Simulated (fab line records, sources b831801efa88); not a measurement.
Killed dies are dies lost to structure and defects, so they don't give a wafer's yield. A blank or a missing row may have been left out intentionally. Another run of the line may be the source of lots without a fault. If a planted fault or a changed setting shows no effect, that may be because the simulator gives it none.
fab line records + flow sfq-line
[record]
- lots = 5
- wafers = 15
- last-day = 84
route steps=325 shown M5@205 A5B@209 R5@212
lots with no fault: from the same line, run without faults
start-h: the number of hours between the record's first day and the start of the first shown wafer of the lot + wait-h: time in hours since the lot's previous step + " the same as in the row above + L1.1+2: a single row standing in for several wafers + - no value present, or no start provided + * or withheld: withheld + < > ~ a bound
route shown NAME@n: names a module that has steps shown in the file, with the first one's number in the route + usual: average and standard deviation across the fault-free wafers + same: alike in all rows + chamber/n: place in a boat + sites: readings site by site + _std_site: the standard deviation of these + _edge_site: the outer-site mean with the inner-site mean subtracted + radius-mm: how far each site lies from the wafer's centre + mask NAME#n: copy n + behind: the last tool/chamber to shape the wafer + hold: what put the lot on hold/how long, in hours/how the hold closed + device: which transistor (n, p or np) failed to switch + end of line: tests run on the same wafers once the route is complete + a step with no rows: only its recipe + killed: dies lost to structure and defects at the first sort, not the wafer's yield + map: the dies of a wafer, with x for killed, . for not killed, _ for no die there
set.NAME: setting as actually run; set.NAME@STEP: the setting as run at that earlier step + model.NAME: the simulator's own value behind a step, which no gauge read
certain route steps with their lots: each step a table, each wafer a row
services: the hour from which a tool's chamber was out of use, counted from the record's first day as start-h (under 0 if before that day), plus the number of hours and why
[[steps]]
[step SFQ_TRILAYER_M5_BARC_OPEN_METAL_ETCH_161]
[recipe]
- mask-material = PR
- chemistry = O2
- target-depth-nm = 125
- target = BARC
- icp-w = 600
- bias-w = 80
- pressure-mtorr = 10.34
- time-s = 41.7
[step SFQ_TRILAYER_M5_ETCH_METAL_ETCH_126]
[recipe]
- target = Nb
- stop-on = SiO2
- mask-material = PR
- over-etch-frac = 0.15
- time-s = 203.2
- chemistry = Cl2/BCl3
- target-depth-nm = 265
- icp-w = 600
- bias-w = 80
- pressure-mtorr = 10
[step SFQ_TRILAYER_M5_STRIP_STRIP_127]
[recipe]
- gas = O2
- power-w = 200
- platen-temp-c = 40
- overash-fraction = 0.65
- chemistry = O2
- pressure-mtorr = 50
[step SFQ_TRILAYER_M5_STRIP_SOLV_CLEAN_128]
[recipe]
- chemistry = NMP
- temp-c = 70
- time-s = 600
[step SFQ_TRILAYER_A5B_DEP_PECVD_129]
[recipe]
- material = SiO2
- temp-c = 150
- time-s = 133.33
- pressure-torr = 2.4
- rf-w = 183.3
- precursor = SiH4/N2O
- target-thk-nm = 600
[usual]
- heater-power-w = 86/17
- throttle-valve-pct = 24.2/1.5
| lot.wafer | tool     | chamber | start-h | wait-h | heater-power-w | throttle-valve-pct |
|-----------|----------|---------|---------|--------|----------------|--------------------|
| L623.1    | pecvd-03 | 1       | 1379.03 | 0.0    | 71             | 24.9               |
| L623.2    | "        | 2       | "       | "      | 122            | 23.7               |
| L623.3    | "        | 0       | "       | "      | 76             | 23.7               |
| L624.1    | pecvd-01 | 2       | 1382.63 | 0.0    | 70             | 25.1               |
| L624.4    | "        | 2       | "       | "      | 71             | 25.2               |
| L624.5    | "        | 0       | "       | "      | 77             | 28.3               |
| L628.1    | pecvd-03 | 0       | 1399.61 | 0.0    | 78             | 23.8               |
| L628.2    | "        | 1       | "       | "      | 61             | 24.8               |
| L628.6    | "        | 0       | "       | "      | 82             | 23.5               |
| L632.1    | pecvd-01 | 2       | 1417.56 | 0.0    | 65             | 25.2               |
| L632.3    | "        | 1       | "       | "      | 80             | 23.9               |
| L632.4    | "        | 0       | "       | "      | 66             | 28.6               |
| L633.2    | pecvd-03 | 0       | 1418.76 | 0.0    | 81             | 23.9               |
| L633.3    | "        | 2       | "       | "      | 103            | 23.8               |
| L633.5    | "        | 2       | "       | "      | 109            | 24.1               |
[step SFQ_TRILAYER_A5B_CMP_CMP_130]
[recipe]
- stop-on = Nb
- down-force-psi = 3.144
- platen-rpm = 60
- target-thk-nm = 340.7
[step SFQ_TRILAYER_A5B_METRO_MEASURE_131]
[usual]
- thk-nm = 340/6.6
| lot.wafer | tool          | chamber | start-h | wait-h | thk-nm |
|-----------|---------------|---------|---------|--------|--------|
| L623.1    | film-metro-04 | -       | 1382.35 | 1.5    | 334    |
| L623.2    | "             | -       | "       | "      | 333    |
| L623.3    | "             | -       | "       | "      | 340    |
| L624.1    | film-metro-01 | -       | 1385.72 | 1.5    | 342    |
| L624.4    | "             | -       | "       | "      | 352    |
| L624.5    | "             | -       | "       | "      | 353    |
| L628.1    | film-metro-02 | -       | 1402.70 | 1.0    | 330    |
| L628.2    | "             | -       | "       | "      | 333    |
| L628.6    | "             | -       | "       | "      | 327    |
| L632.1    | film-metro-02 | -       | 1420.65 | 2.5    | 346    |
| L632.3    | "             | -       | "       | "      | 345    |
| L632.4    | "             | -       | "       | "      | 340    |
| L633.2    | film-metro-01 | -       | 1422.05 | 1.2    | 343    |
| L633.3    | "             | -       | "       | "      | 347    |
| L633.5    | "             | -       | "       | "      | 352    |
[step SFQ_TRILAYER_R5_DEP_SPUTTER_132]
[recipe]
- material = Ti
- base-pressure-pa = 1.33e-06
- target-thk-nm = 5
- power-w = 2000
- time-s = 5
- chamber-pressure-pa = 0.4
[usual]
- cathode-dc-power-W = 2000.0/0.33
- throttle-valve-pct = 30.0/1.3
| lot.wafer | tool           | chamber | start-h | wait-h | cathode-dc-power-W | throttle-valve-pct |
|-----------|----------------|---------|---------|--------|--------------------|--------------------|
| L623.1    | pvd-sputter-06 | -       | 1383.55 | 1.0    | 2000.2             | 28.4               |
| L623.2    | "              | -       | "       | "      | 1999.9             | 30.7               |
| L623.3    | "              | -       | "       | "      | 2000.3             | 27.4               |
| L624.1    | pvd-sputter-05 | -       | 1386.92 | 1.0    | 2000.0             | 30.7               |
| L624.4    | "              | -       | "       | "      | 2000.3             | 30.6               |
| L624.5    | "              | -       | "       | "      | 2000.7             | 28.5               |
| L628.1    | pvd-sputter-06 | -       | 1403.90 | 1.0    | 2000.2             | 30.8               |
| L628.2    | "              | -       | "       | "      | 2000.2             | 30.7               |
| L628.6    | "              | -       | "       | "      | 2000.4             | 30.7               |
| L632.1    | pvd-sputter-05 | -       | 1421.85 | 1.0    | 1999.3             | 30.6               |
| L632.3    | "              | -       | "       | "      | 2000.6             | 30.8               |
| L632.4    | "              | -       | "       | "      | 2000.8             | 28.5               |
| L633.2    | pvd-sputter-06 | -       | 1423.05 | 0.8    | 1999.7             | 27.7               |
| L633.3    | "              | -       | "       | "      | 1999.8             | 30.9               |
| L633.5    | "              | -       | "       | "      | 2000.0             | 30.7               |
[step SFQ_TRILAYER_R5_DEP_SPUTTER_133]
[recipe]
- material = MoNx
- base-pressure-pa = 1.33e-06
- target-thk-nm = 40
- power-w = 1000
- time-s = 66.7
- chamber-pressure-pa = 0.4
[usual]
- cathode-dc-power-W = 1000.0/0.17
- throttle-valve-pct = 30.0/1.3
| lot.wafer | tool           | chamber | start-h | wait-h | cathode-dc-power-W | throttle-valve-pct |
|-----------|----------------|---------|---------|--------|--------------------|--------------------|
| L623.1    | pvd-sputter-06 | -       | 1383.57 | 0.0    | 1000.0             | 28.9               |
| L623.2    | "              | -       | "       | "      | 1000.1             | 30.8               |
| L623.3    | "              | -       | "       | "      | 999.71             | 27.7               |
| L624.1    | pvd-sputter-05 | -       | 1386.94 | 0.0    | 999.99             | 30.6               |
| L624.4    | "              | -       | "       | "      | 999.91             | 30.7               |
| L624.5    | "              | -       | "       | "      | 999.74             | 28.7               |
| L628.1    | pvd-sputter-06 | -       | 1403.92 | 0.0    | 1000.2             | 30.6               |
| L628.2    | "              | -       | "       | "      | 1000.00            | 30.7               |
| L628.6    | "              | -       | "       | "      | 999.94             | 30.9               |
| L632.1    | pvd-sputter-05 | -       | 1421.87 | 0.0    | 999.96             | 30.4               |
| L632.3    | "              | -       | "       | "      | 1000.2             | 30.5               |
| L632.4    | "              | -       | "       | "      | 1000.2             | 28.7               |
| L633.2    | pvd-sputter-06 | -       | 1423.07 | 0.0    | 1000.1             | 27.7               |
| L633.3    | "              | -       | "       | "      | 999.85             | 30.7               |
| L633.5    | "              | -       | "       | "      | 1000.2             | 30.5               |
[step SFQ_TRILAYER_R5_DEP_SPUTTER_134]
[recipe]
- material = Ti
- base-pressure-pa = 1.33e-06
- target-thk-nm = 5
- power-w = 2000
- time-s = 5
- chamber-pressure-pa = 0.4
[usual]
- cathode-dc-power-W = 2000.0/0.36
- throttle-valve-pct = 30.1/1.3
| lot.wafer | tool           | chamber | start-h | wait-h | cathode-dc-power-W | throttle-valve-pct |
|-----------|----------------|---------|---------|--------|--------------------|--------------------|
| L623.1    | pvd-sputter-06 | -       | 1383.63 | 0.0    | 2000.1             | 28.8               |
| L623.2    | "              | -       | "       | "      | 1999.7             | 30.9               |
| L623.3    | "              | -       | "       | "      | 2000.0             | 27.8               |
| L624.1    | pvd-sputter-05 | -       | 1386.99 | 0.0    | 2000.1             | 30.7               |
| L624.4    | "              | -       | "       | "      | 2000.4             | 31.0               |
| L624.5    | "              | -       | "       | "      | 1999.9             | 28.5               |
| L628.1    | pvd-sputter-06 | -       | 1403.97 | 0.0    | 2000.3             | 30.7               |
| L628.2    | "              | -       | "       | "      | 2000.1             | 30.6               |
| L628.6    | "              | -       | "       | "      | 1999.8             | 30.8               |
| L632.1    | pvd-sputter-05 | -       | 1421.92 | 0.0    | 1999.7             | 30.8               |
| L632.3    | "              | -       | "       | "      | 2000.5             | 30.7               |
| L632.4    | "              | -       | "       | "      | 1999.9             | 28.7               |
| L633.2    | pvd-sputter-06 | -       | 1423.12 | 0.0    | 2000.3             | 28.0               |
| L633.3    | "              | -       | "       | "      | 1999.5             | 30.8               |
| L633.5    | "              | -       | "       | "      | 2000.1             | 30.6               |
[step SFQ_R5_RS_MEAS_933]
[recipe]
- thk-meas-gauge = four-point-probe
- reads = Ti_of_TRILAYER_R5_DEP_SPUTTER_134+MoNx_of_TRILAYER_R5_DEP_SPUTTER_133+Ti_of_TRILAYER_R5_DEP_SPUTTER_132
[usual]
- R5_MONX_RS = 7.07/0.079
| lot.wafer | tool          | chamber | start-h | wait-h | R5_MONX_RS[ohm/sq] |
|-----------|---------------|---------|---------|--------|--------------------|
| L623.1    | film-metro-02 | -       | 1383.65 | 0.0    | 7.13               |
| L623.2    | "             | -       | "       | "      | 7.14               |
| L623.3    | "             | -       | "       | "      | 7.07               |
| L624.1    | film-metro-02 | -       | 1387.01 | 0.0    | 7.12               |
| L624.4    | "             | -       | "       | "      | 7.15               |
| L624.5    | "             | -       | "       | "      | 6.96               |
| L628.1    | film-metro-03 | -       | 1403.99 | 0.0    | 7.06               |
| L628.2    | "             | -       | "       | "      | 7.08               |
| L628.6    | "             | -       | "       | "      | 7.06               |
| L632.1    | film-metro-03 | -       | 1421.94 | 0.0    | 6.91               |
| L632.3    | "             | -       | "       | "      | 7.06               |
| L632.4    | "             | -       | "       | "      | 6.98               |
| L633.2    | film-metro-03 | -       | 1423.16 | 0.0    | 7.11               |
| L633.3    | "             | -       | "       | "      | 7.09               |
| L633.5    | "             | -       | "       | "      | 7.13               |
[step SFQ_R5_THK_MEAS_934]
[recipe]
- thk-meas-gauge = xrf
- reads = MoNx_of_TRILAYER_R5_DEP_SPUTTER_133
[usual]
- R5_MONX_THK = 40.2/0.56
| lot.wafer | tool          | chamber | start-h | wait-h | R5_MONX_THK[nm] |
|-----------|---------------|---------|---------|--------|-----------------|
| L623.1    | film-metro-02 | -       | 1383.77 | 0.1    | 39.7            |
| L623.2    | "             | -       | "       | "      | 39.7            |
| L623.3    | "             | -       | "       | "      | 40.2            |
| L624.1    | film-metro-02 | -       | 1387.13 | 0.1    | 39.7            |
| L624.4    | "             | -       | "       | "      | 39.6            |
| L624.5    | "             | -       | "       | "      | 40.9            |
| L628.1    | film-metro-03 | -       | 1404.11 | 0.1    | 39.9            |
| L628.2    | "             | -       | "       | "      | 39.8            |
| L628.6    | "             | -       | "       | "      | 39.8            |
| L632.1    | film-metro-03 | -       | 1422.06 | 0.1    | 41.0            |
| L632.3    | "             | -       | "       | "      | 39.6            |
| L632.4    | "             | -       | "       | "      | 40.1            |
| L633.2    | film-metro-03 | -       | 1423.27 | 0.1    | 39.9            |
| L633.3    | "             | -       | "       | "      | 39.9            |
| L633.5    | "             | -       | "       | "      | 39.6            |
[step SFQ_TRILAYER_R5_LITHO_COAT_141]
[recipe]
- resist = BARC
- spin-rpm = 3000
- resist-thk-nm = 62
[usual]
- chill-plate-temp-C = 23.01/0.11
| lot.wafer | tool           | chamber | start-h | wait-h | chill-plate-temp-C | model.BARC_of_TRILAYER_R5_LITHO_COAT_141.thk-nm |
|-----------|----------------|---------|---------|--------|--------------------|-------------------------------------------------|
| L623.1    | litho-track-03 | 0       | 1383.83 | 0.1    | 23.12              | 62.03                                           |
| L623.2    | "              | 0       | "       | "      | 23.27              | 62                                              |
| L623.3    | "              | 0       | "       | "      | 23.11              | 62.23                                           |
| L624.1    | litho-track-03 | 0       | 1387.19 | 0.1    | 23.01              | 61.99                                           |
| L624.4    | "              | 0       | "       | "      | 22.91              | 62.02                                           |
| L624.5    | "              | 0       | "       | "      | 23.01              | 62.03                                           |
| L628.1    | litho-track-04 | 0       | 1404.17 | 0.1    | 23.15              | 62.06                                           |
| L628.2    | "              | 0       | "       | "      | 22.98              | 62.06                                           |
| L628.6    | "              | 0       | "       | "      | 23.06              | 62.12                                           |
| L632.1    | litho-track-03 | 0       | 1422.12 | 0.1    | 22.85              | 64.03                                           |
| L632.3    | "              | 0       | "       | "      | 23.07              | 64.03                                           |
| L632.4    | "              | 0       | "       | "      | 22.97              | 64.04                                           |
| L633.2    | litho-track-04 | 0       | 1423.37 | 0.1    | 22.93              | 61.8                                            |
| L633.3    | "              | 0       | "       | "      | 23.00              | 61.8                                            |
| L633.5    | "              | 0       | "       | "      | 23.10              | 61.8                                            |
[step SFQ_TRILAYER_R5_LITHO_COAT_136]
[recipe]
- resist = KrF
- spin-rpm = 3000
- resist-thk-nm = 600
[step SFQ_TRILAYER_R5_LITHO_SOFTBAKE_140]
[recipe]
- temp-c = withheld
- time-s = withheld
- resist = KrF
[step SFQ_TRILAYER_R5_LITHO_EXPOSE_137]
[recipe]
- mask-id = R5
- na = 0.6
- source-shape = conventional
- sigma-outer = 0.65
- target-cd-nm = 500
- dose-mj = 14.4
[step SFQ_TRILAYER_R5_LITHO_PEB_139]
[recipe]
- peb-temp-c = 115
- peb-time-s = 60
- resist = KrF
[step SFQ_TRILAYER_R5_LITHO_DEVELOP_138]
[recipe]
- time-s = 60
- resist = KrF
[step SFQ_R5_OVL_MEAS_935]
[usual]
- R5_OVL = -1/4.6
| lot.wafer | tool       | chamber | start-h | wait-h | R5_OVL[nm] |
|-----------|------------|---------|---------|--------|------------|
| L623.1    | overlay-01 | -       | 1500.95 | 0.1    | 1          |
| L623.2    | "          | -       | "       | "      | -2         |
| L623.3    | "          | -       | "       | "      | 4          |
| L624.1    | overlay-01 | -       | 1503.35 | 0.1    | 6          |
| L624.4    | "          | -       | "       | "      | -2         |
| L624.5    | "          | -       | "       | "      | 2          |
| L628.1    | overlay-02 | -       | 1516.55 | 0.1    | -4         |
| L628.2    | "          | -       | "       | "      | -2         |
| L628.6    | "          | -       | "       | "      | 5          |
| L632.1    | overlay-01 | -       | 1533.47 | 0.1    | 2          |
| L632.3    | "          | -       | "       | "      | 7          |
| L632.4    | "          | -       | "       | "      | 8          |
| L633.2    | overlay-01 | -       | 1535.88 | 0.1    | -10        |
| L633.3    | "          | -       | "       | "      | -11        |
| L633.5    | "          | -       | "       | "      | -9         |
[step SFQ_TRILAYER_R5_BARC_OPEN_METAL_ETCH_177]
[recipe]
- mask-material = PR
- chemistry = O2
- target-depth-nm = 125
- target = BARC
- icp-w = 600
- bias-w = 80
- pressure-mtorr = 10
- time-s = 41.7
[usual]
- drypump-motor-current-A = 5.9/0.45
- oes-product-au = 0.685/0.0048
| lot.wafer | tool         | chamber | start-h | wait-h | drypump-motor-current-A | oes-product-au | rf-hours-counter-h | model.etch.depth-nm |
|-----------|--------------|---------|---------|--------|-------------------------|----------------|--------------------|---------------------|
| L623.1    | rie-metal-04 | 0       | 1500.98 | 0.0    | 5.8                     | 0.690          | 8                  | 62.03               |
| L623.2    | "            | 1       | "       | "      | 5.5                     | 0.688          | 126                | 62                  |
| L623.3    | "            | 0       | "       | "      | 5.8                     | 0.682          | -                  | 62.23               |
| L624.1    | rie-metal-01 | 1       | 1503.38 | 0.0    | 6.2                     | 0.693          | 92                 | 61.99               |
| L624.4    | "            | 1       | "       | "      | 6.2                     | 0.677          | -                  | 62.02               |
| L624.5    | "            | 0       | "       | "      | 5.9                     | 0.688          | -                  | 62.03               |
| L628.1    | rie-metal-01 | 0       | 1516.58 | 0.0    | 5.9                     | 0.682          | 32                 | 62.06               |
| L628.2    | "            | 1       | "       | "      | 6.2                     | 0.686          | 93                 | 62.06               |
| L628.6    | "            | 0       | "       | "      | 5.9                     | 0.689          | -                  | 62.12               |
| L632.1    | rie-metal-04 | 0       | 1533.51 | 0.0    | 5.7                     | 0.697          | 12                 | 64.03               |
| L632.3    | "            | 0       | "       | "      | 5.8                     | 0.696          | -                  | 64.03               |
| L632.4    | "            | 1       | "       | "      | 5.5                     | 0.698          | -                  | 64.04               |
| L633.2    | rie-metal-01 | 0       | 1535.91 | 0.0    | 5.9                     | 0.685          | 34                 | 61.8                |
| L633.3    | "            | 1       | "       | "      | 6.2                     | 0.684          | -                  | 61.8                |
| L633.5    | "            | 1       | "       | "      | 6.2                     | 0.684          | -                  | 61.8                |
[step SFQ_TRILAYER_R5_ETCH_METAL_ETCH_139]
[recipe]
- stop-on = SiO2
- mask-material = PR
- chemistry = Cl2
- target-depth-nm = 60
- icp-w = 600
- bias-w = 80
- pressure-mtorr = 10
- time-s = 40
[[services]]
| tool           | chamber | start-h | hours | kind                          |
|----------------|---------|---------|-------|-------------------------------|
| pvd-sputter-05 | 1       | 1355.66 | -     | consumable-replace:kit        |
| pvd-sputter-05 | 1       | 1355.66 | 18.0  | scheduled-down                |
| pvd-sputter-05 | 1       | 1355.66 | 18.0  | vent-cycle                    |
| pecvd-03       | 2       | 1356.99 | 12.7  | repair                        |
| pecvd-03       | -       | 1359.61 | 2.8   | pm                            |
| film-metro-02  | -       | 1367.43 | 0.2   | pm                            |
| pecvd-01       | -       | 1373.86 | 6.0   | pm                            |
| film-metro-01  | -       | 1378.29 | 0.3   | pm                            |
| film-metro-01  | -       | 1381.89 | 0.5   | pm                            |
| film-metro-02  | -       | 1393.89 | 0.4   | pm                            |
| pvd-sputter-06 | -       | 1396.63 | 4.7   | repair                        |
| film-metro-01  | -       | 1397.76 | 0.4   | pm                            |
| film-metro-04  | -       | 1420.38 | 2.1   | pm                            |
| pecvd-01       | -       | 1429.25 | 78.5  | repair                        |
| rie-metal-04   | 0       | 1435.22 | -     | clean                         |
| rie-metal-04   | 0       | 1435.22 | -     | consumable-replace:focus-ring |
| film-metro-02  | -       | 1447.65 | 0.9   | pm                            |
| film-metro-04  | -       | 1449.68 | 7.6   | pm                            |
| film-metro-04  | -       | 1489.16 | 0.8   | pm                            |
| film-metro-01  | -       | 1516.54 | 0.4   | pm                            |
| pvd-sputter-06 | 3       | 1523.04 | -     | consumable-replace:kit        |
| pvd-sputter-06 | 3       | 1523.04 | 18.0  | scheduled-down                |
| pvd-sputter-06 | 3       | 1523.04 | 18.0  | vent-cycle                    |
| film-metro-04  | -       | 1530.55 | 0.7   | pm                            |
[[key]]
[first-sign]
- step = SFQ_TRILAYER_R5_BARC_OPEN_METAL_ETCH_177
- reading = oes-product-au
- direction = up
- sigmas = 2.5
- usual = 0.685
- struck = 0.697
effect none on later readings
[model-effect]
- step = SFQ_TRILAYER_R5_LITHO_COAT_141
- value = BARC_of_TRILAYER_R5_LITHO_COAT_141.thk-nm
- without = 62
- struck = 64.04
[model-effect]
- step = SFQ_TRILAYER_R5_BARC_OPEN_METAL_ETCH_177
- value = etch.depth-nm
- without = 62
- struck = 64.04
met-at SFQ_TRILAYER_R5_LITHO_COAT_141
struck-wafers L632.1,L632.3,L632.4
onset-between 1387.19 1422.12
also-fits SFQ_TRILAYER_A5B_DEP_PECVD_129:pecvd-01,SFQ_TRILAYER_A5B_METRO_MEASURE_131:film-metro-02,SFQ_TRILAYER_R5_DEP_SPUTTER_132:pvd-sputter-05,SFQ_TRILAYER_R5_DEP_SPUTTER_133:pvd-sputter-05
[fault]
- kind = process-parameter-drift
- tool = litho-track-03
- chamber = -
- onset-h = 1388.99
- steps = SFQ_TRILAYER_R5_LITHO_COAT_141
- channel = resist-thk-nm
- offset = 2.0392
- shape = step
- end-h = 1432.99
- acts-in = these-recipes-only
- stated = 62
